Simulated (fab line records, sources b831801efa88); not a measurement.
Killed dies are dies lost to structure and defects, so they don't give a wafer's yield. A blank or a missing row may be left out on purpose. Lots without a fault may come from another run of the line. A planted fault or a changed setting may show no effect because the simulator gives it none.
Which tool did it? | flow sky130 | 11 lots, 33 wafers sampled, at 6 steps of a route of 708

WHAT THE GAUGES READ, wafer by wafer
SKY_POLY_CUT_CD_MEAS_08: target cd 270 nm. Usual: cd_nm 269.5 nm, standard deviation 1.6.
lot  | measured     | on        | cd_nm (nm)        | flag
L222 | day 23 22:37 | cd_sem-02 | 270.1 267.9 269.0 |
L227 | day 26 13:53 | cd_sem-02 | 273.0 272.4 273.4 |
L228 | day 27 01:02 | cd_sem-02 | 267.8 267.9 269.5 |
L229 | day 27 04:08 | cd_sem-02 | 270.9 270.9 270.9 |
L231 | day 27 23:20 | cd_sem-02 | 267.2 265.8 267.5 |
L232 | day 28 05:16 | cd_sem-02 | 271.1 270.0 269.1 |
L234 | day 28 18:56 | cd_sem-02 | 269.1 267.4 269.0 |
L236 | day 29 10:31 | cd_sem-02 | 269.2 268.6 268.6 |
L239 | day 32 04:58 | cd_sem-01 | 270.5 271.3 271.8 |
L240 | day 32 04:33 | cd_sem-02 | 270.2 267.7 269.4 |
L242 | day 32 05:17 | cd_sem-02 | 270.2 270.6 270.3 |

SKY_SD_N_OVL_MEAS_08. Usual: SD_N_OVL -0.6 nm, standard deviation 1.2.
lot  | measured     | on         | SD_N_OVL (nm)  | flag
L222 | day 27 14:43 | overlay-01 | -1.8 -2.1 -2.2 |
L227 | day 30 03:37 | overlay-01 | -0.5 1.1 -0.2  |
L228 | day 30 13:30 | overlay-02 | -1.3 0.9 0.0   |
L229 | day 30 16:25 | overlay-01 | 0.1 -1.1 -0.6  |
L231 | day 31 07:13 | overlay-02 | -0.9 -2.0 -0.5 |
L232 | day 31 13:34 | overlay-02 | -1.1 -1.8 -3.1 |
L234 | day 32 03:46 | overlay-01 | 0.5 0.0 0.1    |
L236 | day 32 16:34 | overlay-01 | -0.6 -0.4 -0.8 |
L239 | day 35 11:34 | overlay-01 | -1.2 -0.7 -1.5 |
L240 | day 35 08:43 | overlay-02 | -2.1 -3.0 -1.2 |
L242 | day 35 11:52 | overlay-02 | -0.4 -0.6 -0.7 |

SKY_SD_N_RS_MEAS_16: measures by four-point-probe. Usual: SD_N_RS 68.58 ohm/sq, standard deviation 0.13.
lot  | measured     | on            | SD_N_RS (ohm/sq)  | flag
L222 | day 27 15:26 | film_metro-03 | 68.73 68.71 68.67 |
L227 | day 30 04:20 | film_metro-03 | 68.71 68.38 68.77 |
L228 | day 30 14:14 | film_metro-03 | 68.64 68.70 68.73 |
L229 | day 30 17:08 | film_metro-01 | 68.56 68.40 68.52 |
L231 | day 31 07:56 | film_metro-02 | 68.40 68.43 68.51 |
L232 | day 31 14:19 | film_metro-03 | 68.84 68.77 68.67 |
L234 | day 32 04:29 | film_metro-02 | 71.25 70.96 71.23 | OFF
L236 | day 32 17:18 | film_metro-01 | 71.46 71.23 71.29 | OFF
L239 | day 35 12:18 | film_metro-03 | 68.85 68.68 68.73 |
L240 | day 35 09:29 | film_metro-03 | 68.60 68.65 68.75 |
L242 | day 35 12:35 | film_metro-02 | 68.57 68.55 68.36 |

SKY_SD_N_RS_MEAS_17: measures by four-point-probe. Usual: SD_P_RS 147.7 ohm/sq, standard deviation 0.43.
lot  | measured     | on            | SD_P_RS (ohm/sq)  | flag
L222 | day 27 15:34 | film_metro-03 | 147.8 147.9 148.0 |
L227 | day 30 04:27 | film_metro-03 | 148.2 147.4 148.0 |
L228 | day 30 14:21 | film_metro-03 | 147.7 148.0 148.1 |
L229 | day 30 17:15 | film_metro-01 | 147.5 147.4 147.7 |
L231 | day 31 08:04 | film_metro-02 | 147.5 147.1 147.2 |
L232 | day 31 14:26 | film_metro-03 | 148.6 148.4 148.4 |
L234 | day 32 04:37 | film_metro-02 | 162.5 162.8 162.6 | OFF
L236 | day 32 17:25 | film_metro-01 | 163.9 163.6 163.6 | OFF
L239 | day 35 12:25 | film_metro-03 | 148.4 148.2 148.2 |
L240 | day 35 09:36 | film_metro-03 | 147.6 147.7 147.2 |
L242 | day 35 12:42 | film_metro-02 | 147.7 147.5 147.2 |

WHICH TOOL RAN EACH LOT (tool, then ch and the chambers of the sampled wafers, then the start)
lot  | SKY_SPACER_ETCHBACK_02             | SKY_SD_N_RTA_14
L222 | rie_diel-02 ch 1,2, day 22 16:22   | rtp_anneal-02 ch 0, day 27 15:16
L227 | rie_diel-01 ch 0,2,3, day 25 09:07 | rtp_anneal-01 ch 0, day 30 04:09
L228 | rie_diel-03 ch 1,3, day 25 19:21   | rtp_anneal-02 ch 0, day 30 14:03
L229 | rie_diel-03 ch 1,2, day 25 23:29   | rtp_anneal-01 ch 0, day 30 16:57
L231 | rie_diel-03 ch 1,2,3, day 26 19:01 | rtp_anneal-01 ch 0, day 31 07:46
L232 | rie_diel-01 ch 0,2,3, day 27 01:35 | rtp_anneal-02 ch 0, day 31 14:08
L234 | rie_diel-02 ch 0,1, day 27 14:10   | rtp_anneal-02 ch 0, day 32 04:19
L236 | rie_diel-03 ch 2,3, day 28 05:47   | rtp_anneal-02 ch 0, day 32 17:07
L239 | rie_diel-01 ch 1,2,3, day 31 02:37 | rtp_anneal-01 ch 0, day 35 12:07
L240 | rie_diel-03 ch 1,2, day 31 02:37   | rtp_anneal-01 ch 0, day 35 09:17
L242 | rie_diel-02 ch 0,2,3, day 31 02:41 | rtp_anneal-01 ch 0, day 35 12:24
- SKY_SPACER_ETCHBACK_02: etches Si3N4 in CH3F/O2, stops on SiO2, time 46.7 s, target depth 45 nm.
- SKY_SD_N_RTA_14: time 2 s.

WHAT THE TOOLS THEMSELVES READ (means of the sampled wafers that have a number; where no wafer has one, the mark that the record gives instead)
SKY_SPACER_ETCHBACK_02. Usual: drypump_motor_current_A 5.9 A, standard deviation 0.43; oes_product_au 0.857 a.u., standard deviation 0.0053; throttle_valve_pct 10.562 %, standard deviation 0.0087.
lot  | tool        | drypump_motor_current_A (A) | oes_product_au (a.u.) | throttle_valve_pct (%) | flag
L222 | rie_diel-02 | 5.7                         | 0.859                 | 10.567                 |
L227 | rie_diel-01 | 5.8                         | 0.859                 | 10.556                 |
L228 | rie_diel-03 | 5.8                         | 0.856                 | 10.566                 |
L229 | rie_diel-03 | 5.7                         | 0.854                 | 10.564                 |
L231 | rie_diel-03 | 5.9                         | 0.860                 | 10.567                 |
L232 | rie_diel-01 | 5.8                         | 0.862                 | 10.561                 |
L234 | rie_diel-02 | 5.9                         | 0.859                 | 10.562                 |
L236 | rie_diel-03 | 6.1                         | 0.860                 | 10.564                 |
L239 | rie_diel-01 | 6.0                         | 0.854                 | 10.572                 |
L240 | rie_diel-03 | 5.7                         | 0.861                 | 10.560                 |
L242 | rie_diel-02 | 5.5                         | 0.858                 | 10.556                 |

SKY_SD_N_RTA_14. Usual: lamp_power_pct 15.73 %, standard deviation 0.052; wafer_temp_C_max 1078.0, standard deviation 1.4.
lot  | tool          | lamp_power_pct (%) | wafer_temp_C_max | flag
L222 | rtp_anneal-02 | 15.67              | 1078.1           |
L227 | rtp_anneal-01 | 15.69              | 1078.7           |
L228 | rtp_anneal-02 | 15.77              | 1078.9           |
L229 | rtp_anneal-01 | 15.75              | 1077.4           |
L231 | rtp_anneal-01 | 15.74              | 1077.5           |
L232 | rtp_anneal-02 | 15.74              | 1077.2           |
L234 | rtp_anneal-02 | 15.73              | 1076.8           |
L236 | rtp_anneal-02 | 15.74              | 1077.0           |
L239 | rtp_anneal-01 | 15.71              | 1078.7           |
L240 | rtp_anneal-01 | 15.72              | 1077.3           |
L242 | rtp_anneal-01 | 15.70              | 1078.8           |

THE ANSWER, worked out from the rows above alone
Rule: a lot is off if the mean of its wafers that have a number lies more than 3 standard deviations from the usual mean. A lot without any number at a reading at which 4 lots or more have one is off too. The other lots that the step has rows for count as sound. The gauges are gone through in route order, then the tools' own readings, and for those a lot's mean is taken as printed above. The first step at which some lot is off is used, and at that step the reading that is off furthest; a lot without a number counts as furthest.
Off: L234, L236, at SKY_SD_N_RS_MEAS_16 (SD_N_RS).
A tool fits if, at a process step before that reading, it ran every lot that is off, and no sound lot after the first of them. The gauges at SKY_SD_N_RS_MEAS_16 are tried like those tools. One fits: rtp_anneal-02 at SKY_SD_N_RTA_14. Its last sound lot is L232 (day 31 14:08), its first lot that is off L234 (day 32 04:19): a fault that began between those two fits.

WHAT THE SIMULATOR HAD PUT IN
Process parameter drift: rtp_anneal-02, from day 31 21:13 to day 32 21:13, at SKY_SD_N_RTA_14. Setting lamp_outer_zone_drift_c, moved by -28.
Lots struck among those shown: L234, L236. The rule above found the same.
